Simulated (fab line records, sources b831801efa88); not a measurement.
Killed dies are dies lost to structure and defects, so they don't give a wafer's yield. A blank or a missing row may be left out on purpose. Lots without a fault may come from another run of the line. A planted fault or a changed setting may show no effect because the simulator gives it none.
fab line records | flow gf180mcu
record lots=13 wafers=38 last_day=34
route steps=602 shown M1@317
lots that met no fault: from a run of the same line without faults
start_h: hours from the record's first day to the start of the lot's first wafer shown | wait_h: hours since the lot's step before | " the same as in the row above | L1.1+2: a row that stands for several wafers | - no value, or no start given | * or withheld: withheld | < > ~ a bound
route shown NAME@n: a module of which the file shows steps, and the number in the route of the first | usual: mean/standard deviation of fault-free wafers | same: alike in all rows | chamber/n: place in a boat | sites: the reading at each site | _std_site: their standard deviation | _edge_site: outer sites' mean less inner sites' | radius_mm: how far each site lies from the wafer's centre | mask NAME#n: copy n | behind: the tool/chamber that last shaped the wafer | hold: why the lot was held/for how many hours/how that ended | device: the transistor (n, p or np) that didn't switch | end of line: the same wafers' tests at the end of the route | a step without rows: its recipe alone | killed: dies lost to structure and defects at the first sort, not the wafer's yield | map: a wafer's dies, x killed, . not, _ none there
set.NAME: the setting as run; set.NAME@STEP: as run at that earlier step | model.NAME: the simulator's own value behind a step, which no gauge read
steps of the route over a sample of lots; a table a step, a row a wafer
services: from which hour (start_h, from the record's first day; less than 0 if before it) a tool's chamber was out of use, for how many hours, and why
## steps
# step GF_M1_SPUTTER_02
# recipe material=AlCu target_thk_nm=450 power_w=10600 time_s=23.9 chamber_pressure_pa=0.4
# usual throttle_valve_pct=30.8/0.59
# columns lot.wafer tool chamber start_h wait_h throttle_valve_pct
L224.1 pvd_sputter-04 - 363.30 0.0 31.5
L224.2 " - " " 30.7
L224.6 " - " " 31.2
L225.3 pvd_sputter-04 - 375.01 0.0 31.2
L225.4 " - " " 30.7
L225.6 " - " " 31.3
L226.1 pvd_sputter-01 - 380.52 0.0 30.4
L226.4 " - " " 31.8
L226.5 " - " " 29.7
L230.2 pvd_sputter-01 - 414.03 0.0 30.0
L230.5 " - " " 31.7
L230.6 " - " " 29.7
L232.4 pvd_sputter-01 - 429.27 0.0 31.7
L232.5 " - " " 30.6
L236.3 pvd_sputter-04 - 470.75 0.0 30.7
L236.4 " - " " 30.9
L236.6 " - " " 31.0
L238.4 pvd_sputter-04 - 491.65 0.0 30.8
L238.5 " - " " 30.7
L238.6 " - " " 30.7
L240.2 pvd_sputter-03 - 503.31 0.0 31.0
L240.5 " - " " 31.0
L240.6 " - " " 30.9
L242.2 pvd_sputter-03 - 519.57 0.0 29.6
L242.3 " - " " 31.2
L242.4 " - " " 30.3
L243.3 pvd_sputter-01 - 540.21 0.0 31.8
L243.5 " - " " 31.8
L243.6 " - " " 30.6
L244.3 pvd_sputter-04 - 541.72 0.0 30.7
L244.5 " - " " 31.2
L244.6 " - " " 31.1
L246.2 pvd_sputter-04 - 553.40 0.0 30.7
L246.4 " - " " 31.0
L246.6 " - " " 30.9
L247.2 pvd_sputter-04 - 559.20 0.0 31.4
L247.3 " - " " 30.7
L247.6 " - " " 31.0
# step GF_M1_RS_MEAS_05
# recipe thk_meas_gauge=four-point-probe reads=TiN_of_M1_SPUTTER_04+Ti_of_M1_SPUTTER_03+AlCu_of_M1_SPUTTER_02+TiN_of_M1_SPUTTER_01+Ti_of_M1_SPUTTER_00
# usual M1_ALCU_RS=0.0697/0.00098
# columns lot.wafer tool chamber start_h wait_h M1_ALCU_RS[ohm/sq]
L224.1 film_metro-03 - 363.39 0.0 0.0692
L224.2 " - " " 0.0699
L224.6 " - " " 0.0693
L225.3 film_metro-02 - 375.14 0.1 0.0693
L225.4 " - " " 0.0715
L225.6 " - " " 0.0695
L226.1 film_metro-03 - 380.61 0.0 0.0692
L226.4 " - " " 0.0694
L226.5 " - " " 0.0678
L230.2 film_metro-02 - 414.14 0.0 0.0697
L230.5 " - " " 0.0710
L230.6 " - " " 0.0697
L232.4 film_metro-02 - 429.42 0.1 0.0698
L232.5 " - " " 0.0731
L236.3 film_metro-03 - 470.88 0.1 0.0688
L236.4 " - " " 0.0700
L236.6 " - " " 0.0694
L238.4 film_metro-02 - 491.80 0.1 0.0713
L238.5 " - " " 0.0709
L238.6 " - " " 0.0701
L240.2 film_metro-02 - 503.42 0.0 0.0685
L240.5 " - " " 0.0692
L240.6 " - " " 0.0690
L242.2 film_metro-02 - 519.68 0.0 0.0688
L242.3 " - " " 0.0678
L242.4 " - " " 0.0679
L243.3 film_metro-01 - 540.34 0.1 0.0700
L243.5 " - " " 0.0699
L243.6 " - " " 0.0705
L244.3 film_metro-02 - 541.85 0.1 0.0702
L244.5 " - " " 0.0688
L244.6 " - " " 0.0696
L246.2 film_metro-02 - 553.51 0.0 0.0701
L246.4 " - " " 0.0698
L246.6 " - " " 0.0700
L247.2 film_metro-03 - 559.31 0.0 0.0708
L247.3 " - " " 0.0711
L247.6 " - " " 0.0709
## services
# columns tool chamber start_h hours kind
pvd_sputter-03 3 363.99 - consumable_replace:kit
pvd_sputter-03 3 363.99 18.0 scheduled_down
pvd_sputter-03 3 363.99 18.0 vent_cycle
pvd_sputter-03 - 393.02 6.3 repair
pvd_sputter-01 2 394.52 - consumable_replace:kit
pvd_sputter-01 2 394.52 18.0 scheduled_down
pvd_sputter-01 2 394.52 18.0 vent_cycle
pvd_sputter-01 - 397.54 0.9 repair
pvd_sputter-01 - 409.29 2.7 repair
pvd_sputter-01 - 418.08 5.4 repair
pvd_sputter-01 - 448.51 6.1 repair
pvd_sputter-04 - 471.62 1.3 repair
pvd_sputter-03 - 476.91 1.3 repair
pvd_sputter-03 - 539.03 2.9 repair
pvd_sputter-03 2 547.60 - consumable_replace:kit
pvd_sputter-03 2 547.60 18.0 scheduled_down
pvd_sputter-03 2 547.60 18.0 vent_cycle
pvd_sputter-01 - 549.11 15.1 repair
pvd_sputter-04 2 553.49 - consumable_replace:kit
pvd_sputter-04 2 553.49 18.0 scheduled_down
pvd_sputter-04 2 553.49 18.0 vent_cycle
## key
first_sign step=GF_M1_RS_MEAS_05 reading=M1_ALCU_RS direction=up sigmas=3.5 usual=0.0697 struck=0.0731
effect none on later readings
met_at GF_M1_SPUTTER_02
struck_lots L232
struck_wafers L232.5
onset_between 414.03 429.27
fault kind=process_parameter_drift tool=pvd_sputter-01 chamber=- onset_h=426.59 steps=GF_M1_SPUTTER_02 channel=target_thk_nm offset=-17.302 shape=step end_h=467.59 scope=struck_wafers_only acts_in=these_recipes_only stated=450
